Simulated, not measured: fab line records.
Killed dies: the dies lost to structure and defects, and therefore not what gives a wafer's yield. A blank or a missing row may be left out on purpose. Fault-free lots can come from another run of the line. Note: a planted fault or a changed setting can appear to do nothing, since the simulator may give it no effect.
fab line records	flow sky130
record: lots: 13	wafers: 39	lastDay: 50
route steps=708 shown GATE_OXIDE@197 LDD_P@265 LDD_HVP@282 PAD_OPEN@708
lots untouched by any fault: they come from a run of this same line in which no faults occurred
startH: hours from the record's opening day to when the first of the lot's shown wafers began	waitH: hours since the lot's step before	" same as the row above	L1.1+2: a single row standing in for several wafers	- either no value or no given start	* or withheld: withheld	< > ~ a bound
route shown NAME@n: names a module that has steps shown in the file, with the first one's number in the route	usual: average and standard deviation across the fault-free wafers	same: alike in all rows	chamber/n: place in a boat	sites: each site's reading	_std_site: standard deviation of those values	_edge_site: mean of outer sites minus mean of inner sites	radiusMm: how far each site lies from the wafer's centre	mask NAME#n: copy n	behind: the last tool/chamber to shape the wafer	hold: cause of the lot's hold/its duration in hours/its outcome	device: names the non-switching transistor (n, p or np)	end of line: the tests these same wafers got at the end of their route	a step given without rows: its recipe and nothing more	killed: at the first sort, the dies lost to defects and structure; wafer yield is something else	map: per-die view of a wafer (x killed, . not killed, _ where there is no die)
set.NAME: the setting the step ran with; set.NAME@STEP: the setting that earlier step ran with	model.NAME: the simulator's own value behind a step, which no gauge read
the route's steps for a sample of lots (tables are steps, rows are wafers)
services: when a tool's chamber went out of use (startH, in hours from the record's first day, below 0 if earlier), for how many hours, and the reason
== steps ==
step: SKY_GATE_OXIDE_OVL_MEAS_10
usual: GATE_OXIDE_OVL: 0.5/1.5
lot.wafer	tool	chamber	startH	waitH	GATE_OXIDE_OVL[nm]
L587.1	overlay-01	-	315.73	0.1	-1.5
L587.3	"	-	"	"	0.3
L587.5	"	-	"	"	-0.4
L588.1	overlay-01	-	320.47	0.1	0.4
L588.2	"	-	"	"	-1.1
L588.3	"	-	"	"	0.8
L589.2	overlay-01	-	332.38	0.1	1.1
L589.3	"	-	"	"	-0.5
L589.4	"	-	"	"	0.5
L593.1	overlay-02	-	367.18	0.1	-1.1
L593.3	"	-	"	"	-3.3
L593.4	"	-	"	"	0.0
L594.4	overlay-02	-	379.29	0.1	3.4
L594.5	"	-	"	"	0.6
L594.6	"	-	"	"	1.7
L595.1	overlay-02	-	386.03	0.1	2.1
L595.2	"	-	"	"	-0.8
L595.4	"	-	"	"	0.4
L596.2	overlay-02	-	390.03	0.1	-1.4
L596.5	"	-	"	"	-1.8
L596.6	"	-	"	"	-0.8
L597.1	overlay-02	-	403.37	0.1	2.3
L597.4	"	-	"	"	-0.1
L597.5	"	-	"	"	1.3
L600.3	overlay-01	-	433.13	0.1	0.3
L600.5	"	-	"	"	0.2
L600.6	"	-	"	"	0.4
L601.1	overlay-02	-	434.17	0.1	0.2
L601.3	"	-	"	"	0.1
L601.6	"	-	"	"	1.3
L602.2	overlay-02	-	447.38	0.1	1.9
L602.3	"	-	"	"	2.2
L602.5	"	-	"	"	2.3
L603.1	overlay-01	-	450.52	0.1	-1.0
L603.2	"	-	"	"	-2.3
L603.5	"	-	"	"	0.7
L609.1	overlay-02	-	499.52	0.1	-0.2
L609.3	"	-	"	"	0.1
L609.6	"	-	"	"	1.5
step: SKY_GATE_OXIDE_TW_MEAS_14
usual: GATE_OXIDE_TW: 227.0/2.3
lot.wafer	tool	chamber	startH	waitH	GATE_OXIDE_TW
L587.1	filmMetro-02	-	316.12	0.1	229.8
L587.3	"	-	"	"	229.9
L587.5	"	-	"	"	230.8
L588.1	filmMetro-02	-	320.86	0.1	229.7
L588.2	"	-	"	"	230.5
L588.3	"	-	"	"	231.6
L589.2	filmMetro-02	-	332.77	0.1	230.9
L589.3	"	-	"	"	230.1
L589.4	"	-	"	"	229.6
L593.1	filmMetro-03	-	367.66	0.1	226.0
L593.3	"	-	"	"	225.4
L593.4	"	-	"	"	225.3
L594.4	filmMetro-03	-	379.69	0.1	226.8
L594.5	"	-	"	"	226.6
L594.6	"	-	"	"	225.4
L595.1	filmMetro-04	-	386.41	0.1	225.6
L595.2	"	-	"	"	225.3
L595.4	"	-	"	"	225.2
L596.2	filmMetro-04	-	390.42	0.1	225.3
L596.5	"	-	"	"	226.2
L596.6	"	-	"	"	225.4
L597.1	filmMetro-02	-	403.77	0.1	231.2
L597.4	"	-	"	"	232.2
L597.5	"	-	"	"	232.0
L600.3	filmMetro-02	-	433.53	0.1	230.5
L600.5	"	-	"	"	229.6
L600.6	"	-	"	"	231.9
L601.1	filmMetro-04	-	434.56	0.1	226.9
L601.3	"	-	"	"	225.9
L601.6	"	-	"	"	226.2
L602.2	filmMetro-03	-	447.77	0.1	227.0
L602.3	"	-	"	"	226.3
L602.5	"	-	"	"	227.8
L603.1	filmMetro-04	-	450.91	0.1	227.2
L603.2	"	-	"	"	225.9
L603.5	"	-	"	"	225.1
L609.1	filmMetro-04	-	499.91	0.1	226.1
L609.3	"	-	"	"	226.5
L609.6	"	-	"	"	224.8
step: SKY_LDD_P_STRIP_10
recipe: chemistry: O2/N2	powerW: 1400	pressureMtorr: 1500	platenTempC: withheld	o2FlowSccm: 3000	n2FlowSccm: 300	overashFraction: 0.5
usual: drypumpMotorCurrentA: 6.1/0.32	oesProductAu: 0.716/0.0047	stripTimeToEndpointS: 14.16/0.042
lot.wafer	tool	chamber	startH	waitH	drypumpMotorCurrentA	oesProductAu	rfHoursCounterH	stripTimeToEndpointS
L587.1	plasmaAsher-01	1	439.38	0.1	6.4	0.713	32	14.14
L587.3	"	1	"	"	6.4	0.710	-	14.11
L587.5	"	0	"	"	6.0	0.716	-	14.12
L588.1	plasmaAsher-04	0	446.13	0.1	5.8	0.724	1	14.06
L588.2	"	1	"	"	5.9	0.722	1	14.06
L588.3	"	0	"	"	5.7	0.714	-	14.12
L589.2	plasmaAsher-04	0	459.18	0.1	5.8	0.718	2	14.13
L589.3	"	1	"	"	5.9	0.709	-	14.14
L589.4	"	0	"	"	5.7	0.719	-	14.11
L593.1	plasmaAsher-04	1	497.28	0.1	5.9	0.718	6	14.17
L593.3	"	1	"	"	5.9	0.717	-	14.16
L593.4	"	0	"	"	5.8	0.711	-	14.14
L594.4	plasmaAsher-04	0	508.41	0.1	5.8	0.716	-	14.17
L594.5	"	0	"	"	5.8	0.722	-	14.13
L594.6	"	1	"	"	5.9	0.715	-	14.15
L595.1	plasmaAsher-04	0	516.48	0.1	5.7	0.715	8	14.17
L595.2	"	1	"	"	5.9	0.715	8	14.19
L595.4	"	0	"	"	5.8	0.714	-	14.18
L596.2	plasmaAsher-02	1	524.98	0.1	6.1	0.719	80	14.10
L596.5	"	1	"	"	6.1	0.710	-	14.09
L596.6	"	0	"	"	6.7	0.721	-	14.14
L597.1	plasmaAsher-04	1	534.41	0.1	5.9	0.726	10	14.17
L597.4	"	0	"	"	5.8	0.707	-	14.16
L597.5	"	0	"	"	5.8	0.721	-	14.17
L601.1	plasmaAsher-02	0	564.73	0.1	6.7	0.717	85	14.14
L601.3	"	0	"	"	6.7	0.716	-	14.16
L601.6	"	0	"	"	6.7	0.716	-	14.08
L600.3	plasmaAsher-01	0	565.06	0.1	6.0	0.715	-	14.19
L600.5	"	1	"	"	6.4	0.717	-	14.15
L600.6	"	0	"	"	6.0	0.708	-	14.17
L603.1	plasmaAsher-02	0	585.08	0.1	6.7	0.720	87	14.14
L603.2	"	1	"	"	6.1	0.716	87	14.17
L603.5	"	0	"	"	6.7	0.727	-	14.17
L602.2	plasmaAsher-01	0	585.48	0.1	6.0	0.711	46	14.17
L602.3	"	1	"	"	6.4	0.721	-	14.20
L602.5	"	0	"	"	6.0	0.717	-	14.25
L609.1	plasmaAsher-02	0	626.73	0.1	6.7	0.717	91	14.12
L609.3	"	0	"	"	6.7	0.714	-	14.14
L609.6	"	1	"	"	6.1	0.717	-	14.13
step: SKY_LDD_HVP_EXPOSE_04
recipe: maskId: HVPTM	na: 0.6	sourceShape: conventional	sigmaOuter: 0.6	polarization: unpolarized	targetCdNm: 700	doseMj: 86.61
usual: focusOffsetNm: 0.0/0.46
lot.wafer	tool	chamber	startH	waitH	mask	focusOffsetNm
L587.1	ilineStepper-01	0	486.69	-	HVPTM#0	0.3
L587.3	"	0	"	"	HVPTM#0	0.1
L587.5	"	0	"	"	HVPTM#0	0.0
L588.1	ilineStepper-01	0	492.07	-	HVPTM#0	-0.1
L588.2	"	0	"	"	HVPTM#0	0.6
L588.3	"	0	"	"	HVPTM#0	0.1
L589.2	ilineStepper-01	0	504.34	-	HVPTM#0	-0.4
L589.3	"	0	"	"	HVPTM#0	-0.5
L589.4	"	0	"	"	HVPTM#0	-0.5
L593.1	ilineStepper-02	0	544.39	-	HVPTM#0	-0.5
L593.3	"	0	"	"	HVPTM#0	0.1
L593.4	"	0	"	"	HVPTM#0	-0.5
L594.4	ilineStepper-01	0	554.46	-	HVPTM#0	-1.0
L594.5	"	0	"	"	HVPTM#0	-0.2
L594.6	"	0	"	"	HVPTM#0	0.6
L595.1	ilineStepper-01	0	561.21	-	HVPTM#0	0.3
L595.2	"	0	"	"	HVPTM#0	0.3
L595.4	"	0	"	"	HVPTM#0	0.4
L596.2	ilineStepper-01	0	569.08	-	HVPTM#0	0.1
L596.5	"	0	"	"	HVPTM#0	-0.6
L596.6	"	0	"	"	HVPTM#0	0.5
L597.1	ilineStepper-02	0	579.30	-	HVPTM#0	-0.5
L597.4	"	0	"	"	HVPTM#0	-1.1
L597.5	"	0	"	"	HVPTM#0	-0.4
L601.1	ilineStepper-01	0	609.11	-	HVPTM#0	-0.2
L601.3	"	0	"	"	HVPTM#0	0.1
L601.6	"	0	"	"	HVPTM#0	-0.5
L600.3	ilineStepper-01	0	609.41	-	HVPTM#0	0.0
L600.5	"	0	"	"	HVPTM#0	-0.6
L600.6	"	0	"	"	HVPTM#0	0.2
L603.1	ilineStepper-02	0	628.55	-	HVPTM#0	0.2
L603.2	"	0	"	"	HVPTM#0	0.2
L603.5	"	0	"	"	HVPTM#0	0.6
L602.2	ilineStepper-01	0	628.81	-	HVPTM#0	0.1
L602.3	"	0	"	"	HVPTM#0	-0.1
L602.5	"	0	"	"	HVPTM#0	-0.3
L609.1	ilineStepper-02	0	669.05	-	HVPTM#0	-0.5
L609.3	"	0	"	"	HVPTM#0	0.1
L609.6	"	0	"	"	HVPTM#0	-0.9
step: SKY_LDD_HVP_OVL_MEAS_07
usual: LDD_HVP_OVL: 0.4/1.2
lot.wafer	tool	chamber	startH	waitH	LDD_HVP_OVL[nm]
L587.1	overlay-02	-	501.32	0.1	1.8
L587.3	"	-	"	"	0.4
L587.5	"	-	"	"	0.9
L588.1	overlay-01	-	505.71	0.1	0.2
L588.2	"	-	"	"	-0.6
L588.3	"	-	"	"	0.3
L589.2	overlay-01	-	519.18	0.1	1.4
L589.3	"	-	"	"	1.9
L589.4	"	-	"	"	1.9
L593.1	overlay-01	-	558.56	0.1	-1.4
L593.3	"	-	"	"	0.1
L593.4	"	-	"	"	-0.9
L594.4	overlay-01	-	568.69	0.1	2.5
L594.5	"	-	"	"	1.5
L594.6	"	-	"	"	2.0
L595.1	overlay-01	-	575.81	0.1	2.5
L595.2	"	-	"	"	2.2
L595.4	"	-	"	"	0.9
L596.2	overlay-02	-	583.82	0.1	0.9
L596.5	"	-	"	"	2.3
L596.6	"	-	"	"	0.7
L597.1	overlay-02	-	593.07	0.1	0.3
L597.4	"	-	"	"	-1.7
L597.5	"	-	"	"	0.6
L601.1	overlay-01	-	622.81	0.1	-81.2
L601.3	"	-	"	"	-83.4
L601.6	"	-	"	"	-84.1
L600.3	overlay-02	-	623.43	0.1	-82.4
L600.5	"	-	"	"	-81.5
L600.6	"	-	"	"	-81.7
L603.1	overlay-02	-	643.12	0.1	1.1
L603.2	"	-	"	"	-0.8
L603.5	"	-	"	"	0.2
L602.2	overlay-01	-	643.43	0.1	-81.9
L602.3	"	-	"	"	-83.7
L602.5	"	-	"	"	-82.1
L609.1	overlay-02	-	682.27	0.1	0.4
L609.3	"	-	"	"	1.3
L609.6	"	-	"	"	1.2
step: SKY_PAD_OPEN_PROBE_99
usual: killed_at_M0_to_M3: 44/7.1	killed_at_M4_up: 3.3/1.8	killedAtContacts: 23/5.5	killedAtFrontEnd: 15/4.5	killedAtOther: 0.2/0.48	killedDies: 85/8.4	killedOpen: 46/6.6	killedShort: 39/6.1
same: grossDies: 492	killedAtBackSide: 0
lot.wafer	tool	chamber	startH	waitH	killed_at_M0_to_M3	killed_at_M4_up	killedAtContacts	killedAtFrontEnd	killedAtOther	killedDies	killedOpen	killedShort
L596.6	prober-01	-	1134.79	0.2	63	1	20	14	0	98	54	44
killed by level:class
L596.6 VIA1:geometricParticle:open=17 VIA3:geometricParticle:open=11 VIA2:geometricParticle:open=8 CONTACT:geometricParticle:open=7 LOCAL_INTERCONNECT:geometricParticle:short=6 VIA1:geometricParticle:short=5 METAL2:geometricParticle:short=5 FIELD_ISO:geometricParticle:short=4
== services ==
tool	chamber	startH	hours	kind
plasmaAsher-04	-	421.25	9.0	pm
plasmaAsher-04	0	421.25	9.0	ventCycle
plasmaAsher-04	1	421.25	9.0	ventCycle
plasmaAsher-04	0	430.25	-	clean
plasmaAsher-04	1	430.25	-	clean
ilineStepper-01	0	535.29	-	calibration
plasmaAsher-01	-	535.73	2.8	pm
ilineStepper-01	-	559.23	0.6	repair
plasmaAsher-01	-	610.56	3.6	repair
ilineStepper-01	-	610.85	1.7	pm
ilineStepper-02	0	621.97	-	calibration
ilineStepper-02	-	623.96	1.7	pm
ilineStepper-01	-	647.61	6.1	repair
== key ==
firstSign: step: SKY_LDD_HVP_OVL_MEAS_07	reading: LDD_HVP_OVL	direction: down	sigmas: 67	usual: 0.4	struck: -82.4
effect none on later readings
metAt SKY_LDD_HVP_EXPOSE_04
struckLots L600,L601,L602
testerLeftOut L600,L601,L602
notActingAt SKY_GATE_OXIDE_OVL_MEAS_10,SKY_GATE_OXIDE_TW_MEAS_14,SKY_LDD_P_STRIP_10
onsetBetween 569.08 609.11
fault: kind: scannerMatchingOverlay	tool: ilineStepper-01	chamber: -	onsetH: 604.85	steps: SKY_LDD_HVP_EXPOSE_04	offset: -82.922
testerLeftOut: of these lots the tester's yield and bins aren't shown, on N5 and GAA mostly nor the transistor test; their killed dies are dies lost to structure and defects alone, not to doping, threshold or leakage, so they don't give the yield
